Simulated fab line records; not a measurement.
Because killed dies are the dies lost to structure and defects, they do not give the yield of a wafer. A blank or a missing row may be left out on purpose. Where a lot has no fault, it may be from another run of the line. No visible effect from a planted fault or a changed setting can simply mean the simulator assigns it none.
Comparing a struck lot with a sound one -- flow sky130 -- 16 out of 708 route steps
Sound: these wafers, L685.2, L685.3, L685.5. Struck: wafer L702.1. (L702.5, L702.6 of the same lot were not struck and are left out.) The cause comes at the end.
Each step with rows lists, per side, the tool, then ch with its chambers, then its first start. Under that, the readings that differ: sound wafers -- struck wafers -- difference of the means -- sigmas: that difference in standard deviations of wafers without a fault.
alike: words and numbers the same on both sides, and readings whose means are apart by under 2 such deviations; not compared: readings that were withheld, readings missing a value for some wafer, numbers with overlapping values and no deviation given by the record, and bounds like >300 which may hide the same value.
The two part at a step that has a row with sigmas, a row that says differs or no value, or rows on one side only. Non-overlapping numbers with no deviation appear without sigmas and do not part them. A reading missing from all wafers of one side parts the sides only when that side holds two or more wafers.

first, 2 steps without rows for these wafers: SKY_LOCAL_INTERCONNECT_PEB_09; SKY_LOCAL_INTERCONNECT_DEVELOP_10 (develop time 60 s).
SKY_LOCAL_INTERCONNECT_CD_MEAS_11: target cd 170 nm.
  sound on cdSem-01, day 31 02:09; struck on cdSem-01, day 36 10:35
  alike: cdNm
SKY_LOCAL_INTERCONNECT_OVL_MEAS_12:
  sound on overlay-01, day 31 02:15; struck on overlay-01, day 36 10:42
reading,sound,struck,difference,sigmas
LOCAL_INTERCONNECT_OVL (nm),12 14 7,-3,-14,-2
SKY_LOCAL_INTERCONNECT_ETCH_13: etches BARC in N2/H2, stops on SiO2, time 45.9 s, target depth 60 nm.
  sound on rieMetal-01 ch 0, day 31 02:18; struck on rieMetal-01 ch 1, day 36 10:44
reading,sound,struck,difference,sigmas
rfHoursCounterH (h),- - -,16,no value on the sound wafers,
  alike: biasW, drypumpMotorCurrentA, n2FlowSccm, oesProductAu, throttleValvePct
SKY_LOCAL_INTERCONNECT_METAL_ETCH_14: etches TiN in Cl2/BCl3, stops on PSG, target depth 110 nm, time 31.4 s.
  sound on rieMetal-01 ch 0, day 31 02:26; struck on rieMetal-01 ch 1, day 36 10:49
reading,sound,struck,difference,sigmas
rfHoursCounterH (h),- - -,16,no value on the sound wafers,
  alike: biasW, drypumpMotorCurrentA, oesProductAu, throttleValvePct
SKY_LOCAL_INTERCONNECT_STRIP_15: strips in O2/N2.
  sound on plasmaAsher-03 ch 0,1, day 31 02:31; struck on plasmaAsher-01 ch 1, day 36 10:53
  alike: drypumpMotorCurrentA, n2FlowSccm, oesProductAu, stripTimeToEndpointS
  not compared: rfHoursCounterH
then, 3 steps without rows for these wafers: SKY_LOCAL_INTERCONNECT_STRIP_16 (strips in post etch residue remover, time 1200 s); SKY_LOCAL_INTERCONNECT_CLEAN_17 (cleans in IPA, time 180 s); SKY_LOCAL_INTERCONNECT_CLEAN_18 (cleans in O3/DIW).
SKY_CONTACT_CVD_00: deposits Si3N4, target thk 75 nm.
  sound on pecvd-03 ch 0,1, day 31 03:06; struck on pecvd-03 ch 1, day 36 11:30
  alike: heaterPowerW, susceptorTempC
SKY_CONTACT_THK_MEAS_01:
  sound on filmMetro-01, day 31 03:09; struck on filmMetro-02, day 36 11:32
  alike: CONTACT_CVD_00_THK
SKY_CONTACT_HDPCVD_02: deposits SiO2, target thk 565 nm, time 94.2 s.
  sound on hdpcvd-02 ch 0,1,2, day 31 03:12; struck on hdpcvd-02 ch 2, day 36 11:35
reading,sound,struck,difference,sigmas
model.SiO2_of_CONTACT_HDPCVD_02.thkNm (nm),558.4 566 572.9,850.6,+284.8,
  alike: susceptorTempC
SKY_CONTACT_THK_MEAS_03:
  sound on filmMetro-04, day 31 03:17; struck on filmMetro-01, day 36 11:40
reading,sound,struck,difference,sigmas
CONTACT_HDPCVD_THK (nm),558 566 573,851,+285,+55
SKY_CONTACT_CMP_04: polishes SiO2.
  sound on cmp-01 ch 0,1,2, day 31 03:23; struck on cmp-01 ch 1, day 36 11:52
reading,sound,struck,difference,sigmas
timeToEndpointS (s),79 81 79,184,+104,+25
  alike: motorCurrentA
SKY_CONTACT_BOW_MEAS_05:
  sound on filmMetro-01, day 31 03:39; struck on filmMetro-04, day 36 12:01
  alike: CONTACT_BOW

== WHERE THEY PART ==
At SKY_LOCAL_INTERCONNECT_OVL_MEAS_12 first; at SKY_CONTACT_CMP_04 last (within this record only). Later steps at which nothing parts them and some readings are alike: SKY_CONTACT_BOW_MEAS_05.

WHY: what had been put in by the simulator
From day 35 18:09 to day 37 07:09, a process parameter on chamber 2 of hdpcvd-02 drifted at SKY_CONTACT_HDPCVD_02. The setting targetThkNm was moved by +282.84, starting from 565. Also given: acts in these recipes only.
